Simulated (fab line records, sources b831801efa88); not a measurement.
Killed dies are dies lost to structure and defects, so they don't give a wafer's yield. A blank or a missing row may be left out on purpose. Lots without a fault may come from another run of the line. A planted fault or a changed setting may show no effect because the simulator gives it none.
Which tool did it? | flow sky130 | 12 lots, 36 wafers sampled, at 5 steps of a route of 708

WHAT THE GAUGES READ, wafer by wafer
The record holds no reading of a measuring or inspecting step that can be judged against a usual standard deviation.

WHICH TOOL RAN EACH LOT (tool, then ch and the chambers of the sampled wafers, then the start)
lot  | SKY_METAL2_DESCUM_17              | SKY_METAL2_ETCH_18                | SKY_VIA2_SOFTBAKE_08              | SKY_VIA2_SPUTTER_20          | SKY_PAD_OPEN_PROBE_99
L365 | rie_metal-02 ch 0,1, day 36 14:50 | rie_metal-02 ch 0,1, day 36 14:52 | litho_track-03 ch 0, day 37 05:00 | pvd_sputter-03, day 37 19:20 | prober-01, day 46 22:05
L368 | rie_metal-02 ch 0,1, day 37 05:14 | rie_metal-02 ch 0,1, day 37 05:16 | litho_track-01 ch 0, day 37 19:00 | pvd_sputter-01, day 38 09:40 | prober-01, day 47 08:23
L367 | rie_metal-04 ch 0,1, day 37 09:41 | rie_metal-04 ch 0,1, day 37 09:43 | litho_track-03 ch 0, day 38 00:00 | pvd_sputter-02, day 38 14:34 | prober-02, day 47 11:36
L370 | rie_metal-04 ch 0,1, day 37 23:23 | rie_metal-04 ch 0,1, day 37 23:25 | litho_track-01 ch 0, day 38 14:00 | pvd_sputter-01, day 39 04:14 | prober-02, day 47 22:44
L371 | rie_metal-02 ch 1, day 38 08:51   | rie_metal-02 ch 1, day 38 08:56   | litho_track-04 ch 0, day 38 23:00 | pvd_sputter-02, day 39 13:51 | prober-01, day 48 06:58
L372 | rie_metal-02 ch 1, day 38 14:50   | rie_metal-02 ch 1, day 38 14:53   | litho_track-04 ch 0, day 39 05:00 | pvd_sputter-03, day 39 19:02 | prober-02, day 48 08:56
L374 | rie_metal-03 ch 0,1, day 39 06:41 | rie_metal-03 ch 0,1, day 39 06:43 | litho_track-03 ch 0, day 39 20:00 | pvd_sputter-02, day 40 10:47 | prober-02, day 48 22:09
L377 | rie_metal-03 ch 0,1, day 40 09:45 | rie_metal-03 ch 0,1, day 40 09:47 | litho_track-04 ch 0, day 40 23:00 | pvd_sputter-01, day 41 13:08 | prober-01, day 49 19:47
L379 | rie_metal-03 ch 0,1, day 40 22:55 | rie_metal-03 ch 0,1, day 40 22:57 | litho_track-04 ch 0, day 41 12:00 | pvd_sputter-01, day 42 01:29 | prober-02, day 50 02:51
L382 | rie_metal-03 ch 0,1, day 41 08:26 | rie_metal-03 ch 0,1, day 41 08:28 | litho_track-04 ch 0, day 41 21:00 | pvd_sputter-02, day 42 10:12 | prober-01, day 50 12:24
L385 | rie_metal-04 ch 0,1, day 42 01:56 | rie_metal-04 ch 0,1, day 42 01:58 | litho_track-01 ch 0, day 42 14:00 | pvd_sputter-01, day 43 01:52 | prober-02, day 50 23:13
L387 | rie_metal-03 ch 0,1, day 42 10:11 | rie_metal-03 ch 0,1, day 42 10:13 | litho_track-01 ch 0, day 42 22:00 | pvd_sputter-01, day 43 09:40 | prober-01, day 51 06:57
- SKY_METAL2_DESCUM_17: chemistry O2, time 8 s.
- SKY_METAL2_ETCH_18: etches BARC in N2/H2, stops on SiO2, time 45.9 s, target depth 60 nm.
- SKY_VIA2_SOFTBAKE_08: time 90 s.
- SKY_VIA2_SPUTTER_20: material TiN, target thk 20 nm, time 80 s.
- SKY_PAD_OPEN_PROBE_99

WHAT THE TOOLS THEMSELVES READ (means of the sampled wafers that have a number; where no wafer has one, the mark that the record gives instead)
SKY_METAL2_DESCUM_17.
lot  | tool         | drypump_motor_current_A (A) | oes_product_au (a.u.)
L365 | rie_metal-02 | 5.3                         | 1.001
L368 | rie_metal-02 | 5.7                         | 1.000
L367 | rie_metal-04 | 5.6                         | 0.997
L370 | rie_metal-04 | 5.6                         | 1.010
L371 | rie_metal-02 | 6.1                         | 1.002
L372 | rie_metal-02 | 6.1                         | 0.989
L374 | rie_metal-03 | 5.1                         | 1.002
L377 | rie_metal-03 | 5.2                         | 0.993
L379 | rie_metal-03 | 5.0                         | 1.010
L382 | rie_metal-03 | 5.1                         | 1.007
L385 | rie_metal-04 | 5.6                         | 0.995
L387 | rie_metal-03 | 5.1                         | 1.001

SKY_METAL2_ETCH_18.
lot  | tool         | drypump_motor_current_A (A) | h2_flow_sccm (sccm) | oes_product_au (a.u.) | throttle_valve_pct (%)
L365 | rie_metal-02 | 5.3                         | 200.1               | 0.852                 | 13.222
L368 | rie_metal-02 | 5.7                         | 199.9               | 0.858                 | 13.226
L367 | rie_metal-04 | 5.6                         | 199.9               | 0.852                 | 13.226
L370 | rie_metal-04 | 5.6                         | 200.1               | 0.858                 | 13.223
L371 | rie_metal-02 | 6.1                         | 200.4               | 0.852                 | 13.229
L372 | rie_metal-02 | 6.1                         | 199.4               | 0.849                 | 13.225
L374 | rie_metal-03 | 5.1                         | 199.4               | 0.853                 | 13.221
L377 | rie_metal-03 | 5.2                         | 199.9               | 0.860                 | 13.220
L379 | rie_metal-03 | 5.1                         | 200.4               | 0.852                 | 13.216
L382 | rie_metal-03 | 5.1                         | 200.3               | 0.857                 | 13.226
L385 | rie_metal-04 | 5.6                         | 199.6               | 0.851                 | 13.226
L387 | rie_metal-03 | 5.1                         | 200.2               | 0.856                 | 13.226

SKY_VIA2_SOFTBAKE_08.
lot  | tool           | heater_power_total_W (W) | run_length_s (s)
L365 | litho_track-03 | 57.49                    | 119.55
L368 | litho_track-01 | 57.34                    | 119.07
L367 | litho_track-03 | 57.40                    | 119.47
L370 | litho_track-01 | 57.53                    | 119.13
L371 | litho_track-04 | 57.36                    | 119.46
L372 | litho_track-04 | 57.26                    | 119.45
L374 | litho_track-03 | 57.33                    | 119.54
L377 | litho_track-04 | 57.27                    | 119.48
L379 | litho_track-04 | 60.28                    | 107.05
L382 | litho_track-04 | 58.42                    | 115.20
L385 | litho_track-01 | 57.36                    | 119.08
L387 | litho_track-01 | 57.26                    | 119.05

SKY_VIA2_SPUTTER_20.
lot  | tool           | throttle_valve_pct (%)
L365 | pvd_sputter-03 | 29.9
L368 | pvd_sputter-01 | 29.4
L367 | pvd_sputter-02 | 28.8
L370 | pvd_sputter-01 | 29.8
L371 | pvd_sputter-02 | 29.5
L372 | pvd_sputter-03 | 29.9
L374 | pvd_sputter-02 | 29.4
L377 | pvd_sputter-01 | 29.9
L379 | pvd_sputter-01 | 29.7
L382 | pvd_sputter-02 | 29.2
L385 | pvd_sputter-01 | 30.0
L387 | pvd_sputter-01 | 29.6

SKY_PAD_OPEN_PROBE_99.
lot  | tool      | defect_limited_yield (%) | killed_at_M0_to_M3 | killed_at_M4_up | killed_at_contacts | killed_at_front_end | killed_at_other | killed_dies | killed_open | killed_short | sort_bin_3_pad_short (%) | sort_bin_5_function (%) | sort_bin_6_memory (%) | sort_n_pass | sort_yield_pct (%)
L365 | prober-01 | 82.2                     | 45                 | 4.3             | 28                 | 10                  | 0.3             | 87          | 48          | 39           | 0.9                      | 10.5                    | 6.4                   | 405         | 82.2
L368 | prober-01 | 82.8                     | 42                 | 4.7             | 24                 | 13                  | 0.3             | 84          | 45          | 39           | 0.9                      | 9.6                     | 6.6                   | 408         | 82.8
L367 | prober-02 | 82.8                     | 49                 | 2.0             | 23                 | 11                  | 0.0             | 85          | 47          | 38           | 0.6                      | 10.7                    | 5.9                   | 407         | 82.8
L370 | prober-02 | 81.1                     | 46                 | 2.3             | 21                 | 22                  | 1.0             | 93          | 55          | 38           | 0.7                      | 10.6                    | 7.6                   | 399         | 81.1
L371 | prober-01 | 83.2                     | 42                 | 2.0             | 22                 | 16                  | 0.3             | 82          | 48          | 34           | 0.8                      | 8.6                     | 7.3                   | 410         | 83.2
L372 | prober-02 | 80.7                     | 46                 | 5.0             | 26                 | 18                  | 0.7             | 95          | 48          | 47           | 0.9                      | 12.4                    | 6.0                   | 397         | 80.7
L374 | prober-02 | 81.0                     | 49                 | 3.3             | 28                 | 13                  | 0.3             | 93          | 51          | 43           | 0.7                      | 11.6                    | 6.6                   | 399         | 81.0
L377 | prober-01 | 81.1                     | 43                 | 3.3             | 30                 | 16                  | 0.3             | 93          | 49          | 44           | 0.9                      | 11.0                    | 6.9                   | 399         | 81.1
L379 | prober-02 | 82.9                     | 38                 | 4.3             | 23                 | 18                  | 0.0             | 84          | 46          | 38           | 0.9                      | 10.4                    | 5.8                   | 408         | 82.9
L382 | prober-01 | 80.9                     | 46                 | 4.3             | 22                 | 22                  | 0.0             | 94          | 53          | 41           | 1.1                      | 11.0                    | 7.0                   | 398         | 80.9
L385 | prober-02 | 82.4                     | 48                 | 3.3             | 21                 | 14                  | 0.3             | 87          | 45          | 42           | 0.9                      | 10.9                    | 5.8                   | 405         | 82.4
L387 | prober-01 | 82.3                     | 39                 | 3.7             | 25                 | 19                  | 0.3             | 87          | 43          | 44           | 1.3                      | 10.2                    | 6.2                   | 405         | 82.3

THE ANSWER, worked out from the rows above alone
Rule: what is usual is taken from the lots themselves. Put in order of their means at a reading, lots are off if they are a third of the lots or fewer, leave a main group of 4 or more, and stand apart from it by a gap of 3 or more times the standard deviation of the main group's means; of several such gaps the widest counts. A main group whose means are all the same, to the digits that the tables above print for the reading, isn't used. A lot without any number at a reading at which 4 lots or more have one is off too. The other lots that the step has rows for count as sound. The gauges are gone through in route order, then the tools' own readings, and for those a lot's mean is taken as printed above. The first step at which some lot is off is used, and at that step the reading that is off furthest; a lot without a number counts as furthest.
Off: L379, L382, at SKY_VIA2_SOFTBAKE_08 (run_length_s). The main group: mean 119.33 s, standard deviation 0.2.
A tool fits if, at that step or a process step before it, it ran every lot that is off, and no sound lot after the first of them. One fits: litho_track-04 at SKY_VIA2_SOFTBAKE_08. Its last sound lot is L377 (day 40 23:00), its first lot that is off L379 (day 41 12:00): a fault that began between those two fits.
The tool's own readings at SKY_VIA2_SOFTBAKE_08 bear it out: on the lots that are off they differ by more than 5 times the standard deviation of the sound lots' means. heater_power_total_W reads 59.35 W there against 57.36 W on the sound lots; run_length_s reads 111.12 s there against 119.33 s on the sound lots.

WHAT THE SIMULATOR HAD PUT IN
Process parameter drift: litho_track-04, from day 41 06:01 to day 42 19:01, at SKY_VIA2_SOFTBAKE_08. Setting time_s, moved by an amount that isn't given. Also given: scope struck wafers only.
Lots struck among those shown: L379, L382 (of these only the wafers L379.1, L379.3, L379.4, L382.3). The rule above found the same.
